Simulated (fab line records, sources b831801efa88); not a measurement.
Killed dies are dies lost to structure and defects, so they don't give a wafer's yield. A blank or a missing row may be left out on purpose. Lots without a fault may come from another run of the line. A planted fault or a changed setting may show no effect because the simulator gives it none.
Chamber matching | flow gf180mcu | GF_POLY_GATE_ETCH_12 on rie_diel-04: 4 sister chambers
The step etches BARC in N2/H2. 16 wafers are shown with their chamber, then 8 later ones without.

WAFERS WITH THEIR CHAMBER
wafer  | chamber | drypump_motor_current_A (A) | rf_fwd_power_W (W) | throttle_valve_pct (%)
L520.1 | 1       | 4.8                         | 497.5              | 13.213
L520.5 | 3       | 5.5                         | 497.0              | 13.193
L520.6 | 2       | 6.0                         | 498.2              | 13.227
L522.1 | 1       | 4.8                         | 495.1              | 13.212
L522.3 | 0       | 5.5                         | 496.6              | 13.219
L522.4 | 3       | 5.5                         | 490.6              | 13.227
L524.2 | 2       | 6.0                         | 496.7              | 13.214
L524.5 | 2       | 6.0                         | 498.8              | 13.213
L524.6 | 3       | 5.5                         | 496.3              | 13.215
L525.1 | 1       | 4.8                         | 495.9              | 13.218
L525.5 | 2       | 6.0                         | 498.1              | 13.220
L525.6 | 1       | 4.8                         | 494.5              | 13.217
L528.2 | 0       | 5.6                         | 498.0              | 13.217
L528.3 | 2       | 6.0                         | 496.6              | 13.206
L528.6 | 2       | 6.0                         | 496.3              | 13.223
L536.1 | 3       | 5.5                         | 496.7              | 13.220

SIGNATURES (means of the wafers above)
reading                 | chamber 0 | chamber 1 | chamber 2 | chamber 3 | scatter within a chamber
drypump_motor_current_A | 5.550     | 4.800     | 6.000     | 5.500     | 0.0204
rf_fwd_power_W          | 497.300   | 495.750   | 497.450   | 495.150   | 1.81
throttle_valve_pct      | 13.21800  | 13.21500  | 13.21717  | 13.21375  | 0.00897
Rule: a wafer's distance from a chamber is the root of the sum, over the readings, of the square of ((its reading less the chamber's mean) divided by the reading's scatter). The wafer belongs to the nearest chamber; if the next one is less than 2 further off, it can't be placed. The scatter: the root of (the sum of the squares of (reading less its chamber's mean) over the shown wafers, divided by (wafers less chambers)).

WAFERS WITHOUT THEIR CHAMBER
wafer  | drypump_motor_current_A (A) | rf_fwd_power_W (W) | throttle_valve_pct (%)
L536.3 | 6.0                         | 498.0              | 13.229
L536.5 | 4.8                         | 495.0              | 13.218
L538.1 | 5.6                         | 498.5              | 13.221
L538.2 | 4.8                         | 495.0              | 13.206
L538.4 | 6.0                         | 498.2              | 13.206
L542.1 | 5.6                         | 495.0              | 13.217
L542.2 | 5.4                         | 495.7              | 13.206
L542.5 | 6.0                         | 497.9              | 13.221

WHICH CHAMBER EACH WENT THROUGH
wafer  | from the rows above | in truth
L536.3 | 2                   | 2
L536.5 | 1                   | 1
L538.1 | 0                   | 0
L538.2 | 1                   | 1
L538.4 | 2                   | 2
L542.1 | 0                   | 0
L542.2 | 3                   | 3
L542.5 | 2                   | 2
Placed correctly: 8 of 8. Can't be placed from these rows: 0. Placed wrongly: 0.
